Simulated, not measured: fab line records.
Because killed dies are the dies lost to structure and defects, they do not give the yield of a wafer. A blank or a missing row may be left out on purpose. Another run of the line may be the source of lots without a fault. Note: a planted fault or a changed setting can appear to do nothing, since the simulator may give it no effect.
fab line records | flow gf180mcu | part 2 of 2: steps 34 to 46 of 46
record lots=5 wafers=15 last-day=34
route steps=602 shown HV_LDD@229 NSD@235 PSD@248 SAB@264
lots that met no fault: taken from a fault-free run of the same line
start-h: start of the lot's first displayed wafer, in hours after the record's first day | wait-h: time in hours since the lot's previous step | " repeats the value in the row above | L1.1+2: a single row standing in for several wafers | - value missing, or start not given | * or withheld: withheld | < > ~ a bound
route shown NAME@n: names a module that has steps shown in the file, with the first one's number in the route | usual: the fault-free wafers' mean and standard deviation | same: alike in all rows | chamber/n: place in a boat | sites: per-site readings | _std_site: the values' standard deviation | _edge_site: the outer-site mean with the inner-site mean subtracted | radius-mm: how far each site lies from the wafer's centre | mask NAME#n: copy n | behind: the most recent tool/chamber to have shaped the wafer | hold: why the lot went on hold/how many hours it stayed there/how the hold came to an end | device: whichever transistor did not switch (one of n, p or np) | end of line: the same wafers' tests at the end of the route | for a step that has no rows: nothing shown but its recipe | killed: dies that structure and defects cost at the first sort, which is not the same as the wafer's yield | map: a wafer's dies, marking killed ones x, the rest . and places with no die _
set.NAME: the setting that was run; set.NAME@STEP: the one run at that earlier step | model.NAME: the simulator's own value behind a step, which no gauge read
lots seen at some steps along the route; tables by step, rows by wafer
services: a tool's chamber out of use, with start hour (start-h, from the record's first day; less than 0 if before it), hours out, and reason
## steps
# step GF_PSD_RS_MEAS_14
# recipe thk-meas-gauge=four-point-probe
# usual NSD_RS=46.12/0.077
# columns lot.wafer tool chamber start-h wait-h NSD_RS[ohm/sq]
L085.3 film-metro-03 - 413.96 0.1 46.15
L085.5 " - " " 46.17
L085.6 " - " " 46.17
L086.2 film-metro-03 - 422.89 0.1 46.04
L086.3 " - " " 46.11
L086.4 " - " " 46.08
L087.2 film-metro-02 - 429.47 0.1 46.12
L087.3 " - " " 46.12
L087.6 " - " " 46.06
L091.3 film-metro-04 - 464.45 0.1 46.07
L091.5 " - " " 46.06
L091.6 " - " " 46.15
L097.1 film-metro-04 - 507.73 0.1 46.14
L097.5 " - " " 46.13
L097.6 " - " " 46.05
# step GF_PSD_RS_MEAS_15
# recipe thk-meas-gauge=four-point-probe
# usual PSD_RS=108.51/0.24
# columns lot.wafer tool chamber start-h wait-h PSD_RS[ohm/sq]
L085.3 film-metro-03 - 414.08 0.1 109.09
L085.5 " - " " 109.06
L085.6 " - " " 108.97
L086.2 film-metro-03 - 423.01 0.1 108.48
L086.3 " - " " 108.65
L086.4 " - " " 108.63
L087.2 film-metro-02 - 429.59 0.1 108.28
L087.3 " - " " 108.27
L087.6 " - " " 108.66
L091.3 film-metro-04 - 464.57 0.1 108.59
L091.5 " - " " 108.30
L091.6 " - " " 108.43
L097.1 film-metro-04 - 507.85 0.1 108.81
L097.5 " - " " 108.51
L097.6 " - " " 108.38
# step GF_SAB_CVD_00
# recipe material=SiO2 target-thk-nm=50 precursor=TEOS temp-c=400 time-s=4.9302 rf-w=600
# usual heater-power-w=623/93
# columns lot.wafer tool chamber start-h wait-h heater-power-w
L085.3 pecvd-04 0 414.16 0.1 517
L085.5 " 2 " " 538
L085.6 " 1 " " 636
L086.2 pecvd-04 2 423.11 0.1 518
L086.3 " 1 " " 639
L086.4 " 0 " " 523
L087.2 pecvd-03 0 429.69 0.1 577
L087.3 " 2 " " 751
L087.6 " 0 " " 576
L091.3 pecvd-03 2 464.65 0.1 709
L091.5 " 1 " " 599
L091.6 " 2 " " 702
L097.1 pecvd-04 0 507.97 0.1 517
L097.5 " 2 " " 514
L097.6 " 1 " " 682
# step GF_SAB_THK_MEAS_01
# recipe reads=SiO2_of_SAB_CVD_00
# usual SAB_CVD_00_THK=50.1/0.57
# columns lot.wafer tool chamber start-h wait-h SAB_CVD_00_THK[nm]
L085.3 film-metro-01 - 414.20 0.0 50.0
L085.5 " - " " 50.9
L085.6 " - " " 50.5
L086.2 film-metro-03 - 423.14 0.0 48.6
L086.3 " - " " 49.0
L086.4 " - " " 50.3
L087.2 film-metro-01 - 429.72 0.0 48.8
L087.3 " - " " 48.9
L087.6 " - " " 49.2
L091.3 film-metro-03 - 464.69 0.0 49.4
L091.5 " - " " 50.4
L091.6 " - " " 50.2
L097.1 film-metro-01 - 507.99 0.0 49.1
L097.5 " - " " 49.7
L097.6 " - " " 50.1
# step GF_SAB_DEHYDRATE_02
# recipe temp-c=200 time-s=60
# columns lot.wafer tool chamber start-h wait-h
L085.3+5+6 litho-track-02 0 425.69 11.5
L086.2+3+4 litho-track-01 0 433.80 10.6
L087.2+3+6 litho-track-01 0 439.90 10.2
L091.3+5+6 litho-track-01 0 475.52 10.8
L097.1+5+6 litho-track-02 0 519.38 11.4
# step GF_SAB_HMDS_03
# recipe prime-time-s=60 prime-temp-c=120
# columns lot.wafer tool chamber start-h wait-h
L085.3+5+6 litho-track-02 0 425.84 0.1
L086.2+3+4 litho-track-01 0 433.95 0.1
L087.2+3+6 litho-track-01 0 440.05 0.1
L091.3+5+6 litho-track-01 0 475.67 0.1
L097.1+5+6 litho-track-02 0 519.53 0.1
# step GF_SAB_COAT_04
# recipe resist=NOVOLAK spin-rpm=3000 resist-thk-nm=1000
# columns lot.wafer tool chamber start-h wait-h
L085.3+5+6 litho-track-02 0 425.99 0.1
L086.2+3+4 litho-track-01 0 434.10 0.1
L087.2+3+6 litho-track-01 0 440.20 0.1
L091.3+5+6 litho-track-01 0 475.82 0.1
L097.1+5+6 litho-track-02 0 519.68 0.1
# step GF_SAB_SOFTBAKE_05
# recipe temp-c=90 time-s=60 resist=NOVOLAK
# columns lot.wafer tool chamber start-h wait-h
L085.3+5+6 litho-track-02 0 426.14 0.1
L086.2+3+4 litho-track-01 0 434.25 0.1
L087.2+3+6 litho-track-01 0 440.35 0.1
L091.3+5+6 litho-track-01 0 475.97 0.1
L097.1+5+6 litho-track-02 0 519.83 0.1
# step GF_SAB_EXPOSE_06
# recipe mask-id=SAB target-cd-nm=420 na=0.6 source-shape=conventional sigma-outer=0.6 dose-mj=140
# usual focus-offset-nm=-0.1/0.51
# columns lot.wafer tool chamber start-h wait-h mask focus-offset-nm
L085.3 iline-stepper-02 0 - - SAB#0 0.0
L085.5 " 0 " " SAB#0 -0.9
L085.6 " 0 " " SAB#0 0.5
L086.2 iline-stepper-02 0 - - SAB#0 -0.1
L086.3 " 0 " " SAB#0 -0.6
L086.4 " 0 " " SAB#0 0.1
L087.2 iline-stepper-02 0 - - SAB#0 -0.1
L087.3 " 0 " " SAB#0 0.2
L087.6 " 0 " " SAB#0 -0.3
L091.3 iline-stepper-02 0 - - SAB#0 0.1
L091.5 " 0 " " SAB#0 0.1
L091.6 " 0 " " SAB#0 -0.4
L097.1 iline-stepper-01 0 - - SAB#0 -0.1
L097.5 " 0 " " SAB#0 0.1
L097.6 " 0 " " SAB#0 -0.1
# step GF_SAB_PEB_07
# recipe temp-c=withheld time-s=* resist=NOVOLAK
# columns lot.wafer tool chamber start-h wait-h
L085.3+5+6 litho-track-02 0 - -
L086.2+3+4 litho-track-01 0 - -
L087.2+3+6 litho-track-03 0 - -
L091.3+5+6 litho-track-01 0 - -
L097.1+5+6 litho-track-02 0 - -
# step GF_SAB_DEVELOP_08
# recipe develop-time-s=60 dev-temp-c=23
# columns lot.wafer tool chamber start-h wait-h
L085.3+5+6 litho-track-02 0 437.39 0.1
L086.2+3+4 litho-track-01 0 445.70 0.1
L087.2+3+6 litho-track-03 0 452.49 0.1
L091.3+5+6 litho-track-01 0 488.12 0.1
L097.1+5+6 litho-track-02 0 531.08 0.1
# step GF_SAB_CD_MEAS_09
# recipe target-cd-nm=420
# usual cd-nm=420/3.1
# columns lot.wafer tool chamber start-h wait-h cd-nm
L085.3 cd-sem-02 - 437.53 0.1 423
L085.5 " - " " 423
L085.6 " - " " 423
L086.2 cd-sem-01 - 445.84 0.1 425
L086.3 " - " " 425
L086.4 " - " " 427
L087.2 cd-sem-02 - 452.64 0.1 419
L087.3 " - " " 418
L087.6 " - " " 419
L091.3 cd-sem-02 - 488.26 0.1 421
L091.5 " - " " 422
L091.6 " - " " 422
L097.1 cd-sem-01 - 531.23 0.1 423
L097.5 " - " " 423
L097.6 " - " " 423
# step GF_SAB_OVL_MEAS_10
# usual SAB_OVL=0.0/1.4
# columns lot.wafer tool chamber start-h wait-h SAB_OVL[nm]
L085.3 overlay-02 - 437.62 0.1 -1.5
L085.5 " - " " -0.7
L085.6 " - " " -0.3
L086.2 overlay-01 - 445.95 0.1 -0.3
L086.3 " - " " 1.4
L086.4 " - " " -0.3
L087.2 overlay-02 - 453.46 0.8 -1.4
L087.3 " - " " -1.1
L087.6 " - " " 1.3
L091.3 overlay-02 - 488.36 0.1 0.4
L091.5 " - " " 0.9
L091.6 " - " " 0.5
L097.1 overlay-02 - 531.35 0.1 1.1
L097.5 " - " " 1.3
L097.6 " - " " 0.8
## services
# columns tool chamber start-h hours kind
pecvd-04 - 346.31 0.5 repair
rtp-anneal-01 - 348.92 3.0 pm
plasma-asher-03 - 349.58 8.2 repair
wet-bench-02 - 353.83 1.9 repair
plasma-asher-01 - 360.63 14.6 pm
plasma-asher-02 - 361.33 1.0 repair
pecvd-03 - 368.88 14.0 pm
implanter-03 - 370.95 4.0 pm
pecvd-04 0 380.44 3.5 repair
iline-stepper-01 - 384.50 1.6 repair
plasma-asher-04 - 389.03 1.6 repair
plasma-asher-01 - 421.25 9.0 pm
implanter-03 - 434.61 4.1 pm
rie-diel-03 - 436.03 0.1 repair
rie-diel-03 2 436.84 2.1 repair
rie-diel-01 1 445.04 1.5 repair
plasma-asher-03 - 445.08 2.3 repair
plasma-asher-03 - 457.20 2.8 pm
lpcvd-01 - 476.70 0.6 repair
wet-bench-03 - 479.53 5.9 repair
pecvd-03 - 482.79 2.8 pm
iline-stepper-01 - 492.43 2.1 pm
implanter-01 - 495.18 0.5 repair
iline-stepper-02 - 516.96 32.0 repair
